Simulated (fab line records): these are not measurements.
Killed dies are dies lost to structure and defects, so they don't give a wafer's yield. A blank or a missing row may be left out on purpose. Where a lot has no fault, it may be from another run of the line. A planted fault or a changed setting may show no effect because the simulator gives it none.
fab line records + flow sky130
record:
- lots: 7
- wafers: 20
- lastDay: 50
route steps=708 shown METAL2@503 VIA2@507 PAD_OPEN@708
lots that met no fault: taken from a fault-free run of the same line
startH: the number of hours between the record's first day and the start of the first shown wafer of the lot + waitH: hours from the lot's prior step to this one + " the same as in the row above + L1.1+2: several wafers, shown together as one row + - value missing, or start not given + * or withheld: withheld + < > ~ a bound
route shown NAME@n: a module of which the file shows steps, and the number in the route of the first + usual: mean and standard deviation over wafers with no fault + same: alike in all rows + chamber/n: place in a boat + sites: readings site by site + _std_site: their standard deviation + _edge_site: the outer-site mean with the inner-site mean subtracted + radiusMm: for every site, how far away it sits from the centre of the wafer + mask NAME#n: copy n + behind: the tool/chamber that last shaped the wafer + hold: why the lot went on hold/how many hours it stayed there/how the hold came to an end + device: which transistor (n, p or np) failed to switch + end of line: the route-end tests of the same wafers + a step without rows: its recipe alone + killed: dies lost to structure and defects at the first sort, not the wafer's yield + map: shows each die of a wafer: x if killed, . if not, _ if none is there
set.NAME: the setting that was run; set.NAME@STEP: the one run at that earlier step + model.NAME: the simulator's own value behind a step, which no gauge read
lots seen at some steps along the route; tables by step, rows by wafer
services: from which hour (startH, from the record's first day; less than 0 if before it) a tool's chamber was out of use, for how many hours, and why
== steps ==
step: SKY_METAL2_STRIP_20
recipe:
- chemistry: O2/N2
- powerW: 1400
- pressureMtorr: 1500
- platenTempC: withheld
- o2FlowSccm: 3000
- n2FlowSccm: 300
- overashFraction: 0.5
usual:
- drypumpMotorCurrentA: 5.7/0.37
- oesProductAu: 0.343/0.0047
- stripTimeToEndpointS: 2.70/0.035
| lot.wafer | tool           | chamber | startH | waitH | drypumpMotorCurrentA | oesProductAu | rfHoursCounterH | stripTimeToEndpointS |
|-----------|----------------|---------|--------|-------|----------------------|--------------|-----------------|----------------------|
| L974.1    | plasmaAsher-04 | 0       | 844.26 | 0.1   | 5.8                  | 0.333        | 71              | 2.70                 |
| L974.2    | "              | 1       | "      | "     | 6.3                  | 0.343        | 71              | 2.68                 |
| L974.4    | "              | 1       | "      | "     | 6.3                  | 0.337        | -               | 2.71                 |
| L978.1    | plasmaAsher-04 | 0       | 885.08 | 0.1   | 5.8                  | 0.337        | 75              | 2.66                 |
| L978.4    | "              | 0       | "      | "     | 5.8                  | 0.338        | -               | 2.61                 |
| L978.5    | "              | 1       | "      | "     | 6.2                  | 0.346        | -               | 2.66                 |
| L981.4    | plasmaAsher-01 | 1       | 907.38 | 0.1   | 5.5                  | 0.338        | -               | 2.64                 |
| L981.5    | "              | 1       | "      | "     | 5.6                  | 0.345        | -               | 2.75                 |
| L981.6    | "              | 0       | "      | "     | 5.3                  | 0.340        | -               | 2.63                 |
| L984.1    | plasmaAsher-01 | 0       | 929.83 | 0.1   | 5.3                  | 0.335        | 111             | 2.61                 |
| L984.3    | "              | 1       | "      | "     | 5.5                  | 0.346        | -               | 2.69                 |
| L985.1    | plasmaAsher-04 | 1       | 937.56 | 0.1   | 6.2                  | 0.342        | 80              | 2.73                 |
| L985.4    | "              | 0       | "      | "     | 5.8                  | 0.345        | -               | 2.67                 |
| L985.6    | "              | 0       | "      | "     | 5.8                  | 0.341        | -               | 2.67                 |
| L986.3    | plasmaAsher-01 | 1       | 939.36 | 0.1   | 5.5                  | 0.343        | -               | 2.71                 |
| L986.4    | "              | 0       | "      | "     | 5.3                  | 0.333        | -               | 2.68                 |
| L986.6    | "              | 1       | "      | "     | 5.6                  | 0.342        | -               | 2.67                 |
| L993.2    | plasmaAsher-04 | 0       | 981.23 | 0.1   | 5.8                  | 0.341        | 84              | 2.66                 |
| L993.4    | "              | 0       | "      | "     | 5.8                  | 0.340        | -               | 2.69                 |
| L993.5    | "              | 1       | "      | "     | 6.2                  | 0.343        | -               | 2.68                 |
step: SKY_METAL2_STRIP_21
recipe:
- chemistry: postEtchResidueRemover
- timeS: 1200
- tempC: 72.5
step: SKY_METAL2_CLEAN_22
recipe:
- chemistry: IPA
- timeS: 180
- tempC: 25
step: SKY_METAL2_CLEAN_23
recipe:
- chemistry: O3/DIW
- dry: n2Spin
step: SKY_VIA2_HDPCVD_00
recipe:
- material: SiO2
- targetThkNm: 1180
- sigmaOpenFrac: 0.3
- timeS: 196.7
- tempC: 400
- sih4FlowSccm: 60
- pressureMtorr: 6
step: SKY_VIA2_THK_MEAS_01
recipe:
- reads: SiO2_of_VIA2_HDPCVD_00
usual:
- VIA2_HDPCVD_THK: 1177/12
| lot.wafer | tool         | chamber | startH | waitH | VIA2_HDPCVD_THK[nm] |
|-----------|--------------|---------|--------|-------|---------------------|
| L974.1    | filmMetro-03 | -       | 845.03 | 0.1   | 1178                |
| L974.2    | "            | -       | "      | "     | 1172                |
| L974.4    | "            | -       | "      | "     | 1172                |
| L978.1    | filmMetro-01 | -       | 886.20 | 0.1   | 1165                |
| L978.4    | "            | -       | "      | "     | 1183                |
| L978.5    | "            | -       | "      | "     | 1170                |
| L981.4    | filmMetro-03 | -       | 908.10 | 0.0   | 1157                |
| L981.5    | "            | -       | "      | "     | 1155                |
| L981.6    | "            | -       | "      | "     | 1142                |
| L984.1    | filmMetro-03 | -       | 930.55 | 0.1   | 1193                |
| L984.3    | "            | -       | "      | "     | 1180                |
| L985.1    | filmMetro-04 | -       | 938.29 | 0.1   | 1158                |
| L985.4    | "            | -       | "      | "     | 1166                |
| L985.6    | "            | -       | "      | "     | 1176                |
| L986.3    | filmMetro-03 | -       | 940.07 | 0.1   | 1192                |
| L986.4    | "            | -       | "      | "     | 1189                |
| L986.6    | "            | -       | "      | "     | 1192                |
| L993.2    | filmMetro-03 | -       | 981.96 | 0.1   | 1198                |
| L993.4    | "            | -       | "      | "     | 1192                |
| L993.5    | "            | -       | "      | "     | 1186                |
step: SKY_VIA2_CMP_02
recipe:
- material: SiO2
- downForcePsi: 4
- platenRpm: 60
- padVelocityMS: 0.94248
usual:
- motorCurrentA: 11.5/1.4
- slurryFilterDpKPa: 13.49/0.13
| lot.wafer | tool   | chamber | startH | waitH | motorCurrentA | slurryFilterDpKPa |
|-----------|--------|---------|--------|-------|---------------|-------------------|
| L974.2    | cmp-01 | 2       | 845.09 | 0.0   | 9.9           | 13.59             |
| L974.1    | "      | 0       | "      | "     | 10.1          | 13.39             |
| L974.4    | "      | 1       | "      | "     | 13.0          | 13.32             |
| L978.1    | cmp-02 | 1       | 886.31 | 0.1   | 13.8          | 13.59             |
| L978.4    | "      | 3       | "      | "     | 10.6          | 13.31             |
| L978.5    | "      | 1       | "      | "     | 13.7          | 13.70             |
| L981.4    | cmp-01 | 0       | 908.18 | 0.1   | 10.6          | 13.70             |
| L981.5    | "      | 3       | "      | "     | 11.9          | 13.61             |
| L981.6    | "      | 0       | "      | "     | 10.5          | 13.77             |
| L984.3    | cmp-01 | 2       | 930.61 | 0.0   | 9.7           | 13.59             |
| L984.1    | "      | 3       | "      | "     | 11.3          | 13.34             |
| L985.4    | cmp-02 | 0       | 938.40 | 0.1   | 11.9          | 13.39             |
| L985.1    | "      | 1       | "      | "     | 14.0          | 13.32             |
| L985.6    | "      | 3       | "      | "     | 9.8           | 13.56             |
| L986.3    | cmp-01 | 0       | 940.16 | 0.1   | 9.9           | 13.36             |
| L986.4    | "      | 2       | "      | "     | 10.1          | 13.52             |
| L986.6    | "      | 3       | "      | "     | 12.4          | 13.36             |
| L993.4    | cmp-01 | 0       | 982.01 | 0.0   | 10.8          | 13.57             |
| L993.2    | "      | 2       | "      | "     | 9.8           | 13.32             |
| L993.5    | "      | 0       | "      | "     | 10.4          | 13.60             |
step: SKY_VIA2_BOW_MEAS_03
recipe:
- mode: bow
usual:
- VIA2_BOW: 85/6.4
| lot.wafer | tool         | chamber | startH | waitH | VIA2_BOW[um] |
|-----------|--------------|---------|--------|-------|--------------|
| L974.1    | filmMetro-01 | -       | 845.39 | 0.1   | 88           |
| L974.2    | "            | -       | "      | "     | 102          |
| L974.4    | "            | -       | "      | "     | 80           |
| L978.1    | filmMetro-04 | -       | 886.56 | 0.2   | 95           |
| L978.4    | "            | -       | "      | "     | 87           |
| L978.5    | "            | -       | "      | "     | 90           |
| L981.4    | filmMetro-04 | -       | 908.49 | 0.3   | 77           |
| L981.5    | "            | -       | "      | "     | 90           |
| L981.6    | "            | -       | "      | "     | 88           |
| L984.1    | filmMetro-01 | -       | 930.91 | 0.2   | 86           |
| L984.3    | "            | -       | "      | "     | 92           |
| L985.1    | filmMetro-03 | -       | 938.65 | 0.1   | 77           |
| L985.4    | "            | -       | "      | "     | 79           |
| L985.6    | "            | -       | "      | "     | 75           |
| L986.3    | filmMetro-01 | -       | 940.45 | 0.2   | 96           |
| L986.4    | "            | -       | "      | "     | 84           |
| L986.6    | "            | -       | "      | "     | 89           |
| L993.2    | filmMetro-01 | -       | 982.33 | 0.2   | 75           |
| L993.4    | "            | -       | "      | "     | 80           |
| L993.5    | "            | -       | "      | "     | 90           |
step: SKY_VIA2_DEHYDRATE_04
recipe:
- tempC: 200
- timeS: 60
step: SKY_VIA2_HMDS_05
recipe:
- primeTimeS: 60
- primeTempC: 120
step: SKY_VIA2_COAT_06
recipe:
- resist: BARC
- tempC: withheld
- timeS: withheld
- spinRpm: 3000
- resistThkNm: 60
step: SKY_VIA2_COAT_07
recipe:
- resist: KrF-thick
- spinRpm: 3000
- resistThkNm: 450
step: SKY_VIA2_SOFTBAKE_08
recipe:
- tempC: 100
- timeS: 90
- resist: KrF-thick
usual:
- heaterPowerTotalW: 57.37/0.12
- runLengthS: 119.13/0.12
| lot.wafer | tool          | chamber | startH | waitH | heaterPowerTotalW | runLengthS |
|-----------|---------------|---------|--------|-------|-------------------|------------|
| L974.1    | lithoTrack-04 | 0       | 858    | -     | 57.23             | 118.97     |
| L974.2    | "             | 0       | "      | "     | 57.43             | 118.97     |
| L974.4    | "             | 0       | "      | "     | 57.43             | 118.99     |
| L978.1    | lithoTrack-04 | 0       | 898    | -     | 57.41             | 118.93     |
| L978.4    | "             | 0       | "      | "     | 57.46             | 119.07     |
| L978.5    | "             | 0       | "      | "     | 57.39             | 119.11     |
| L981.4    | lithoTrack-02 | 0       | 920    | -     | 57.18             | 118.99     |
| L981.5    | "             | 0       | 921    | -     | 57.42             | 119.18     |
| L981.6    | "             | 0       | "      | "     | 57.33             | 119.04     |
| L984.1    | lithoTrack-02 | 0       | 943    | -     | 57.34             | 119.23     |
| L984.3    | "             | 0       | "      | "     | 57.50             | 124.74     |
| L985.1    | lithoTrack-02 | 0       | 950    | -     | 57.41             | 118.99     |
| L985.4    | "             | 0       | "      | "     | 57.30             | 124.64     |
| L985.6    | "             | 0       | "      | "     | 57.39             | 119.02     |
| L986.3    | lithoTrack-02 | 0       | 952    | -     | 57.31             | 124.85     |
| L986.4    | "             | 0       | "      | "     | 57.26             | 124.48     |
| L986.6    | "             | 0       | "      | "     | 57.44             | 119.06     |
| L993.2    | lithoTrack-04 | 0       | 994    | -     | 57.26             | 119.04     |
| L993.4    | "             | 0       | "      | "     | 57.38             | 119.06     |
| L993.5    | "             | 0       | "      | "     | 57.16             | 119.25     |
step: SKY_VIA2_EXPOSE_09
recipe:
- maskId: VIM2
- na: 0.8
- sourceShape: annular
- sigmaInner: 0.55
- sigmaOuter: 0.85
- targetCdNm: 200
- doseMj: 38
step: SKY_PAD_OPEN_PROBE_99
usual:
- defectLimitedYield: 82.0/1.9
- killed_at_M0_to_M3: 45/6.9
- killed_at_M4_up: 3.0/1.7
- killedAtContacts: 25/5.6
- killedAtFrontEnd: 15/4.2
- killedAtOther: 0.3/0.55
- killedDies: 89/9.6
- killedOpen: 49/7.2
- killedShort: 39/6.5
- sort_bin_3_pad_short: 0.9/0.44
- sort_bin_5_function: 10.7/1.4
- sort_bin_6_memory: 6.4/1.3
- sortNPass: 403/9.6
- sortYieldPct: 82.0/1.9
same:
- grossDies: 492
- killedAtBackSide: 0
- sort_bin_4_leakage[%]: 0
- sort_bin_8_speed[%]: 0
| lot.wafer | tool      | chamber | startH  | waitH | defectLimitedYield[%] | killed_at_M0_to_M3 | killed_at_M4_up | killedAtContacts | killedAtFrontEnd | killedAtOther | killedDies | killedOpen | killedShort | sort_bin_3_pad_short[%] | sort_bin_5_function[%] | sort_bin_6_memory[%] | sortNPass | sortYieldPct[%] |
|-----------|-----------|---------|---------|-------|-----------------------|--------------------|-----------------|------------------|------------------|---------------|------------|------------|-------------|-------------------------|------------------------|----------------------|-----------|-----------------|
| L974.1    | prober-02 | -       | 1092.55 | 0.1   | 84.8                  | 40                 | 2               | 17               | 16               | 0             | 75         | 43         | 32          | 2.0                     | 7.9                    | 5.3                  | 417       | 84.8            |
| L974.2    | prober-02 | -       | 1092.60 | 0.1   | 84.3                  | 40                 | 5               | 19               | 13               | 0             | 77         | 50         | 27          | 0.2                     | 11.0                   | 4.5                  | 415       | 84.3            |
| L974.4    | prober-02 | -       | 1092.70 | 0.2   | 85.0                  | 38                 | 2               | 22               | 12               | 0             | 74         | 42         | 32          | 1.6                     | 8.1                    | 5.3                  | 418       | 85.0            |
| L981.4    | prober-02 | -       | 1143.29 | 0.2   | 78.5                  | 55                 | 4               | 23               | 24               | 0             | 106        | 53         | 53          | 0.6                     | 13.2                   | 7.7                  | 386       | 78.5            |
| L981.5    | prober-02 | -       | 1143.34 | 0.2   | 81.3                  | 50                 | 2               | 20               | 20               | 0             | 92         | 47         | 45          | 0.6                     | 10.4                   | 7.7                  | 400       | 81.3            |
| L981.6    | prober-02 | -       | 1143.39 | 0.2   | 79.7                  | 47                 | 3               | 26               | 23               | 1             | 100        | 51         | 49          | 0                       | 11.4                   | 8.9                  | 392       | 79.7            |
| L984.1    | prober-01 | -       | 1158.69 | 0.1   | 81.7                  | 45                 | 3               | 29               | 11               | 2             | 90         | 50         | 40          | 0.8                     | 11.6                   | 5.9                  | 402       | 81.7            |
| L984.3    | prober-01 | -       | 1158.79 | 0.2   | 82.5                  | 42                 | 2               | 21               | 21               | 0             | 86         | 47         | 39          | 1.0                     | 11.0                   | 5.5                  | 406       | 82.5            |
| L985.1    | prober-02 | -       | 1164.16 | 0.1   | 82.1                  | 36                 | 7               | 25               | 20               | 0             | 88         | 44         | 44          | 1.6                     | 11.2                   | 5.1                  | 404       | 82.1            |
| L985.4    | prober-02 | -       | 1164.31 | 0.2   | 80.1                  | 57                 | 4               | 25               | 12               | 0             | 98         | 63         | 35          | 0.4                     | 12.4                   | 7.1                  | 394       | 80.1            |
| L985.6    | prober-02 | -       | 1164.41 | 0.2   | 82.7                  | 33                 | 4               | 29               | 18               | 1             | 85         | 46         | 39          | 0.8                     | 10.4                   | 6.1                  | 407       | 82.7            |
| L986.3    | prober-01 | -       | 1165.99 | 0.2   | 87.6                  | 28                 | 1               | 21               | 11               | 0             | 61         | 30         | 31          | 0.6                     | 7.9                    | 3.9                  | 431       | 87.6            |
| L986.4    | prober-01 | -       | 1166.04 | 0.2   | 79.5                  | 54                 | 6               | 27               | 14               | 0             | 101        | 56         | 45          | 1.0                     | 11.4                   | 8.1                  | 391       | 79.5            |
| L986.6    | prober-01 | -       | 1166.14 | 0.2   | 84.3                  | 47                 | 0               | 19               | 11               | 0             | 77         | 42         | 35          | 0.4                     | 10.0                   | 5.3                  | 415       | 84.3            |
| L993.2    | prober-02 | -       | 1195.39 | 0.1   | 80.1                  | 50                 | 6               | 28               | 14               | 0             | 98         | 55         | 42          | 0.6                     | 12.2                   | 7.1                  | 394       | 80.1            |
| L993.4    | prober-02 | -       | 1195.49 | 0.2   | 83.7                  | 49                 | 1               | 24               | 6                | 0             | 80         | 53         | 27          | 0.8                     | 10.4                   | 5.1                  | 412       | 83.7            |
| L993.5    | prober-02 | -       | 1195.54 | 0.2   | 79.5                  | 43                 | 2               | 39               | 17               | 0             | 101        | 67         | 34          | 0.6                     | 13.4                   | 6.5                  | 391       | 79.5            |
killed by level:class
L974.1 VIA1:geometricParticle:open=12 VIA3:geometricParticle:open=10 CONTACT:geometricParticle:open=7 FIELD_ISO:geometricParticle:open=5 POLY_GATE:geometricParticle:short=4 METAL3:geometricParticle:short=4 POLY_GATE:geometricParticle:open=3 LOCAL_INTERCONNECT:geometricParticle:short=3
L974.2 VIA1:geometricParticle:open=17 CONTACT:geometricParticle:open=10 VIA3:geometricParticle:open=6 FIELD_ISO:geometricParticle:short=4 LI_CONTACT:geometricParticle:open=4 METAL2:geometricParticle:short=4 VIA2:geometricParticle:short=3 VIA2:geometricParticle:open=3
L974.4 VIA1:geometricParticle:open=13 LI_CONTACT:geometricParticle:open=9 VIA1:geometricParticle:short=6 VIA3:geometricParticle:open=5 LOCAL_INTERCONNECT:geometricParticle:short=4 CONTACT:geometricParticle:open=4 FIELD_ISO:geometricParticle:open=3 POLY_CUT:geometricParticle:short=3
L981.4 VIA1:geometricParticle:open=10 VIA1:geometricParticle:short=9 POLY_GATE:geometricParticle:short=8 CONTACT:geometricParticle:open=8 VIA2:geometricParticle:open=8 LI_CONTACT:geometricParticle:open=6 POLY_GATE:geometricParticle:open=5 METAL1:geometricParticle:short=5
L981.5 VIA2:geometricParticle:open=10 VIA1:geometricParticle:open=9 CONTACT:geometricParticle:open=8 METAL1:geometricParticle:short=7 METAL3:geometricParticle:short=6 POLY_GATE:geometricParticle:short=5 CONTACT:geometricParticle:short=5 VIA1:geometricParticle:short=5
L981.6 FIELD_ISO:geometricParticle:short=12 VIA1:geometricParticle:open=12 CONTACT:geometricParticle:open=10 FIELD_ISO:geometricParticle:open=7 VIA3:geometricParticle:open=6 CONTACT:geometricParticle:short=6 VIA2:geometricParticle:open=5 METAL2:geometricParticle:short=4
L984.1 CONTACT:geometricParticle:open=15 VIA1:geometricParticle:open=14 VIA1:geometricParticle:short=6 VIA2:geometricParticle:open=4 LI_CONTACT:geometricParticle:short=4 VIA2:geometricParticle:short=4 VIA3:geometricParticle:short=4 FIELD_ISO:geometricParticle:open=3
L984.3 CONTACT:geometricParticle:open=10 VIA3:geometricParticle:open=6 METAL2:geometricParticle:open=5 VIA1:geometricParticle:open=5 POLY_GATE:geometricParticle:open=4 POLY_CUT:geometricParticle:short=4 LOCAL_INTERCONNECT:geometricParticle:short=4 CONTACT:geometricParticle:short=4
L985.1 CONTACT:geometricParticle:open=8 VIA2:geometricParticle:open=8 FIELD_ISO:geometricParticle:short=6 LI_CONTACT:geometricParticle:open=6 CONTACT:geometricParticle:short=5 VIA2:geometricParticle:short=5 POLY_GATE:geometricParticle:open=4 VIA1:geometricParticle:short=4
L985.4 VIA1:geometricParticle:open=18 VIA3:geometricParticle:open=12 CONTACT:geometricParticle:open=10 VIA2:geometricParticle:open=6 FIELD_ISO:geometricParticle:open=5 CONTACT:geometricParticle:short=5 METAL1:geometricParticle:short=5 LOCAL_INTERCONNECT:geometricParticle:short=4
L985.6 CONTACT:geometricParticle:open=11 LI_CONTACT:geometricParticle:open=7 FIELD_ISO:geometricParticle:short=5 VIA1:geometricParticle:short=5 METAL3:geometricParticle:short=5 VIA3:geometricParticle:open=5 POLY_GATE:geometricParticle:short=4 POLY_GATE:geometricParticle:open=4
L986.3 CONTACT:geometricParticle:open=11 METAL1:geometricParticle:short=5 CONTACT:geometricParticle:short=4 VIA1:geometricParticle:short=4 VIA1:geometricParticle:open=4 POLY_GATE:geometricParticle:short=3 VIA2:geometricParticle:open=3 METAL3:geometricParticle:short=3
L986.4 VIA1:geometricParticle:open=15 LI_CONTACT:geometricParticle:open=8 CONTACT:geometricParticle:open=8 VIA3:geometricParticle:short=7 VIA3:geometricParticle:open=6 METAL2:geometricParticle:short=6 CONTACT:geometricParticle:short=5 VIA2:geometricParticle:open=5
L986.6 VIA1:geometricParticle:open=8 METAL1:geometricParticle:short=6 VIA3:geometricParticle:open=6 METAL2:geometricParticle:short=6 VIA2:geometricParticle:open=6 LI_CONTACT:geometricParticle:open=5 LOCAL_INTERCONNECT:geometricParticle:short=4 CONTACT:geometricParticle:short=4
L993.2 VIA1:geometricParticle:open=13 CONTACT:geometricParticle:open=8 VIA3:geometricParticle:open=8 POLY_GATE:geometricParticle:open=7 LI_CONTACT:geometricParticle:short=7 LI_CONTACT:geometricParticle:open=6 VIA1:geometricParticle:short=6 METAL2:geometricParticle:short=6
L993.4 CONTACT:geometricParticle:open=11 VIA1:geometricParticle:open=11 VIA3:geometricParticle:open=8 VIA2:geometricParticle:open=7 LI_CONTACT:geometricParticle:open=6 VIA1:geometricParticle:short=5 METAL1:geometricParticle:short=4 METAL3:geometricParticle:short=4
L993.5 CONTACT:geometricParticle:open=18 VIA1:geometricParticle:open=12 VIA2:geometricParticle:open=9 LI_CONTACT:geometricParticle:open=8 CONTACT:geometricParticle:short=7 FIELD_ISO:geometricParticle:open=5 VIA3:geometricParticle:open=5 POLY_GATE:geometricParticle:short=4
== services ==
| tool           | chamber | startH | hours | kind                          |
|----------------|---------|--------|-------|-------------------------------|
| cmp-01         | -       | 823.30 | 1.3   | repair                        |
| cmp-02         | -       | 880.78 | 2.1   | repair                        |
| plasmaAsher-01 | -       | 896.91 | 1.6   | repair                        |
| cmp-02         | -       | 901.54 | 4.7   | pm                            |
| cmp-01         | -       | 912.21 | 4.0   | pm                            |
| cmp-01         | -       | 916.21 | -     | consumableReplace:conditioner |
| cmp-01         | -       | 916.21 | -     | consumableReplace:pad         |
| cmp-02         | -       | 952.26 | 1.2   | repair                        |
| cmp-01         | -       | 984.01 | 0.5   | repair                        |
| cmp-01         | -       | 994.52 | 0.3   | repair                        |
== key ==
firstSign:
- step: SKY_VIA2_SOFTBAKE_08
- reading: runLengthS
- direction: up
- sigmas: 47
- usual: *
- struck: *
effect none on later readings
metAt SKY_VIA2_SOFTBAKE_08
struckWafers L984.3,L985.4,L986.3,L986.4
onsetBetween 920 943
fault:
- kind: processParameterDrift
- tool: lithoTrack-02
- chamber: -
- onsetH: 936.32
- steps: SKY_VIA2_SOFTBAKE_08
- channel: timeS
- offset: *
- shape: step
- endH: 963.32
- scope: struckWafersOnly
- actsIn: *
- stated: *
